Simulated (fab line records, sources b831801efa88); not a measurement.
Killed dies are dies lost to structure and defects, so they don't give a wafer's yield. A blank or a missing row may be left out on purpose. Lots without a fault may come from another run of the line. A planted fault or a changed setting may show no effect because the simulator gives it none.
Which tool did it? | flow sky130 | 11 lots, 33 wafers sampled, at 4 steps of a route of 708

WHAT THE GAUGES READ, wafer by wafer
SKY_VIA1_BOW_MEAS_03.
lot  | measured     | on            | VIA1_BOW (um)
L484 | day 33 20:24 | film_metro-04 | 67 86 69
L485 | day 33 22:40 | film_metro-04 | 81 82 81
L487 | day 34 00:31 | film_metro-02 | 89 80 86
L486 | day 34 01:04 | film_metro-02 | 73 80 76
L500 | day 38 03:53 | film_metro-03 | 87 81 84
L501 | day 38 08:34 | film_metro-03 | 79 77 88
L502 | day 38 12:35 | film_metro-03 | 77 87 85
L503 | day 39 05:06 | film_metro-04 | 78 70 85
L504 | day 39 06:04 | film_metro-03 | 66 78 79
L505 | day 39 16:43 | film_metro-03 | 90 82 89
L506 | day 39 20:52 | film_metro-02 | 80 73 67

WHICH TOOL RAN EACH LOT (tool, then ch and the chambers of the sampled wafers, then the start)
lot  | SKY_METAL1_SPUTTER_01        | SKY_METAL1_DESCUM_17              | SKY_VIA1_CMP_02
L484 | pvd_sputter-03, day 32 16:08 | rie_metal-02 ch 0,1, day 33 19:02 | cmp-01 ch 0,1, day 33 20:04
L485 | pvd_sputter-04, day 32 17:50 | rie_metal-02 ch 0,1, day 33 21:23 | cmp-02 ch 0,1,2, day 33 22:22
L487 | pvd_sputter-01, day 32 19:55 | rie_metal-01 ch 0,1, day 33 23:11 | cmp-02 ch 0,3, day 34 00:13
L486 | pvd_sputter-03, day 32 20:04 | rie_metal-04 ch 1, day 33 23:34   | cmp-02 ch 0,1, day 34 00:45
L500 | pvd_sputter-04, day 37 00:51 | rie_metal-04 ch 0,1, day 38 02:34 | cmp-01 ch 1,3, day 38 03:35
L501 | pvd_sputter-01, day 37 05:43 | rie_metal-04 ch 0,1, day 38 07:19 | cmp-02 ch 0,2,3, day 38 08:22
L502 | pvd_sputter-03, day 37 09:20 | rie_metal-02 ch 0,1, day 38 11:20 | cmp-01 ch 2,3, day 38 12:20
L503 | pvd_sputter-03, day 38 01:53 | rie_metal-01 ch 0,1, day 39 03:34 | cmp-02 ch 0,1, day 39 04:48
L504 | pvd_sputter-01, day 38 02:22 | rie_metal-04 ch 0,1, day 39 04:32 | cmp-02 ch 0,1,3, day 39 05:51
L505 | pvd_sputter-04, day 38 13:46 | rie_metal-02 ch 0,1, day 39 15:14 | cmp-02 ch 0,3, day 39 16:28
L506 | pvd_sputter-04, day 38 18:30 | rie_metal-01 ch 1, day 39 19:37   | cmp-02 ch 1,3, day 39 20:34
- SKY_METAL1_SPUTTER_01: material TiN, target thk 20 nm, time 16.7 s.
- SKY_METAL1_DESCUM_17: chemistry O2, time 8 s.
- SKY_VIA1_CMP_02: polishes SiO2.

THE ANSWER, worked out from the rows above alone
Rule: what is usual is taken from the lots themselves. Put in order of their means at a reading, lots are off if they are a third of the lots or fewer, leave a main group of 4 or more, and stand apart from it by a gap of 3 or more times the standard deviation of the main group's means; of several such gaps the widest counts. A main group whose means are all the same, to the digits that the tables above print for the reading, isn't used. A lot without any number at a reading at which 4 lots or more have one is off too. The other lots that the step has rows for count as sound.
No lot is off at any reading shown: from this, nothing can be told.

WHAT THE SIMULATOR HAD PUT IN
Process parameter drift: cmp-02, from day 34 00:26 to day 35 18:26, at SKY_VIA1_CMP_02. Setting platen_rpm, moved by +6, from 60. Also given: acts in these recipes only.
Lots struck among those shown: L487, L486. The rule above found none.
